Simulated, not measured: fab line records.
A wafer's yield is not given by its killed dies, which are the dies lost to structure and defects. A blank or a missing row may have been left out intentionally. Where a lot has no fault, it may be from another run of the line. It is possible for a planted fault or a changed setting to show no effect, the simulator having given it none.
Struck lot and sound lot, side by side    flow sky130    26 steps out of a route of 708
Sound: the wafers L975.1, L975.4, L975.5. Struck: wafers L989.2, L989.3, L989.4. At the end, the cause is stated.
Per side, at each step with rows, come the tool, then ch with its chambers, and then its first start. Under that, the readings that differ: sound wafers    struck wafers    difference of the means    sigmas: that difference in standard deviations of wafers without a fault.
alike: a reading whose means differ by less than 2 such deviations, as well as words and numbers matching on both sides. not compared: withheld readings; readings where some wafer has no value; bounds like >300 that might hide an equal value; numbers whose values overlap and for which the record gives no deviation.
A row with sigmas, a row that says differs or no value, or rows on one side alone: a step with any of these is where the two part. Numbers that don't overlap but have no deviation are shown without sigmas and don't part them. A reading that every wafer of one side lacks parts them only if that side has two wafers or more.

first, 8 steps without rows for these wafers: SKY_FIELD_ISO_DEHYDRATE_05 (time 60 s); SKY_FIELD_ISO_HMDS_06 (prime time 60 s); SKY_FIELD_ISO_COAT_07 (resist thk 60 nm); SKY_FIELD_ISO_COAT_08 (resist thk 450 nm); SKY_FIELD_ISO_SOFTBAKE_09 (time 90 s); SKY_FIELD_ISO_EXPOSE_10 (exposes mask FOM, target cd 150 nm); SKY_FIELD_ISO_PEB_11; SKY_FIELD_ISO_DEVELOP_12 (develop time 60 s).
SKY_FIELD_ISO_CD_MEAS_13 targets a cd of 150 nm.
  sound on cdSem-01 at day 3 05:53; struck on cdSem-01 at day 6 08:30
  alike: cdNm
SKY_FIELD_ISO_ETCH_14: etches BARC in N2/H2, stops on SiO2, time 45.9 s, target depth 60 nm.
  sound on rieDiel-01 ch 0,1,3, day 3 06:01; struck on rieDiel-02 ch 0,1,2, day 6 08:36
reading               sound                 struck                difference  sigmas
throttleValvePct (%)  13.222 13.240 13.228  13.212 13.212 13.216  -0.017      -2
  alike: drypumpMotorCurrentA, oesProductAu
  not compared: rfHoursCounterH
SKY_FIELD_ISO_ETCH_15: etches the open film in CHF3/O2, stops on Si, target depth 180 nm, time 72 s.
  sound on rieDiel-01 ch 0,1,3, day 3 06:03; struck on rieDiel-02 ch 0,1,2, day 6 08:38
reading              sound              struck             difference  sigmas
oesProductAu (a.u.)  0.950 0.953 0.941  0.935 0.931 0.934  -0.015      -2
  alike: drypumpMotorCurrentA, throttleValvePct
  not compared: rfHoursCounterH
SKY_FIELD_ISO_STRIP_16: strips in O2/N2.
  sound on plasmaAsher-04 ch 0,1, day 3 06:07; struck on plasmaAsher-04 ch 0,1, day 6 08:42
  alike: drypumpMotorCurrentA, oesProductAu, stripTimeToEndpointS
  not compared: rfHoursCounterH
SKY_FIELD_ISO_ETCH_17: etches Si in HBr/Cl2/O2, target depth 342 nm, time 97.7 s.
  sound on rieSi-02 ch 0,1, day 3 06:13; struck on rieSi-02 ch 0,2,3, day 6 08:48
reading                              sound                 struck                difference  sigmas
oesProductAu (a.u.)                  1.007 1.005 1.001     0.831 0.835 0.831     -0.172      -24
throttleValvePct (%)                 25.641 25.664 25.659  25.759 25.778 25.769  +0.114      +13
model.FIELD_ISO.featureDepthNm (nm)  342.1 345.8 342.3     249.8 251.6 253.2     -91.9       
model.etch.depthNm (nm)              342.1 345.8 342.4     249.8 251.6 253.2     -91.9       
  alike: HBr_flow_sccm, drypumpMotorCurrentA
  not compared: rfHoursCounterH, model.Si3N4_of_FIELD_ISO_CVD_03.thkNm
then, 5 steps without rows for these wafers: SKY_FIELD_ISO_WET_ETCH_18 (etches Si3N4 in H3PO4, target depth 25 nm, time 286 s); SKY_FIELD_ISO_CLEAN_19 (cleans in SC1/SC2, time 150 s); SKY_FIELD_ISO_CLEAN_20 (cleans in dHF, time 20 s); SKY_FIELD_ISO_WET_ETCH_21 (etches SiO2 in dHF, target depth 20 nm, time 400 s); SKY_FIELD_ISO_OXIDATION_22 (stabilise 600 s, purge 300 s, target thk 10 nm).
SKY_FIELD_ISO_THK_MEAS_23:
  sound on filmMetro-04 at day 3 07:57; struck on filmMetro-02 at day 6 10:58
  alike: FIELD_ISO_OXIDATION_01_THK
then, 1 step without rows for these wafers: SKY_FIELD_ISO_CVD_24 (deposits SiO2, target thk 595 nm, time 99.2 s).
SKY_FIELD_ISO_THK_MEAS_25:
  sound on filmMetro-03 at day 3 08:07; struck on filmMetro-04 at day 6 11:06
  alike: FIELD_ISO_CVD_24_THK
then, 1 step without rows for these wafers: SKY_FIELD_ISO_ANNEAL_26 (time 1800 s).
SKY_FIELD_ISO_CMP_27: polishes, stops on Si3N4, t overpolish 16 s, target thk 457.8 nm.
  sound on cmp-01 ch 0,2,3, day 3 11:33; struck on cmp-01 ch 1,2,3, day 6 14:52
  alike: headPressurePsi, motorCurrentA, overpolishRunS, timeToEndpointS
SKY_FIELD_ISO_WET_ETCH_28: etches SiO2 in dHF, target depth 23.7 nm, time 47 s.
  sound on wetBench-01 ch 3, day 3 11:45; struck on wetBench-04 ch 0, day 6 15:10
reading                                     sound              struck             difference  sigmas
model.Si3N4_of_FIELD_ISO_CVD_03.thkNm (nm)  121.6 119.7 119.5  118.9 117.3 118.8  -1.9        
then, 1 step without rows for these wafers: SKY_FIELD_ISO_WET_ETCH_29 (etches Si3N4 in H3PO4, target depth 160 nm, time 1825 s).
-- record jumps: 44 days separate the struck wafers' starts on either side; left off in module FIELD_ISO, taken up again in module PAD_OPEN, whose first shown step is the route's number 708 --
SKY_PAD_OPEN_PROBE_99:
  sound on prober-01 at day 46 18:23; struck on prober-01 at day 50 05:46
reading                                sound                          struck                         difference  sigmas
model.etest.res_p_drift_20v.lineOhmUm  1.112e+04 1.153e+04 1.135e+04  8010 8136 8137                 -3239       
model.etest.res_p_drift_20v.rsOhmSq    9327 9554 9474                 6685 6739 6792                 -2713       
model.etest.pfet_16v.rOnOhmUm          1.527e+04 1.541e+04 1.527e+04  1.283e+04 1.295e+04 1.282e+04  -2.450e+03  
model.etest.resIsoPwell.rsOhmSq        2946 3022 2964                 1962 1968 1984                 -1006       
model.etest.resIsoPwell.lineOhmUm      1118 1142 1122                 740.2 743.5 748.5              -383.3      
model.etest.resNwell.lineOhmUm         1204 1226 1199                 922.5 934 932.4                -280.0      
model.etest.resNwell.rsOhmSq           984.2 993.5 986.4              747.5 747 746                  -241.2      
model.etest.capPolyToWell.cAfUm2       92.76 90.75 90.06              117.7 120.5 116                +26.9       
  alike: killed_at_M0_to_M3, killed_at_M4_up, killedAtContacts, killedAtFrontEnd, killedAtOther, killedDies, killedOpen, killedShort

== WHERE THEY PART ==
First at SKY_FIELD_ISO_ETCH_14; last, within this record, at SKY_FIELD_ISO_ETCH_17. Later steps at which nothing parts them and some readings are alike: SKY_FIELD_ISO_THK_MEAS_23, SKY_FIELD_ISO_THK_MEAS_25, SKY_FIELD_ISO_CMP_27, SKY_PAD_OPEN_PROBE_99.

WHY: whatever the simulator had introduced
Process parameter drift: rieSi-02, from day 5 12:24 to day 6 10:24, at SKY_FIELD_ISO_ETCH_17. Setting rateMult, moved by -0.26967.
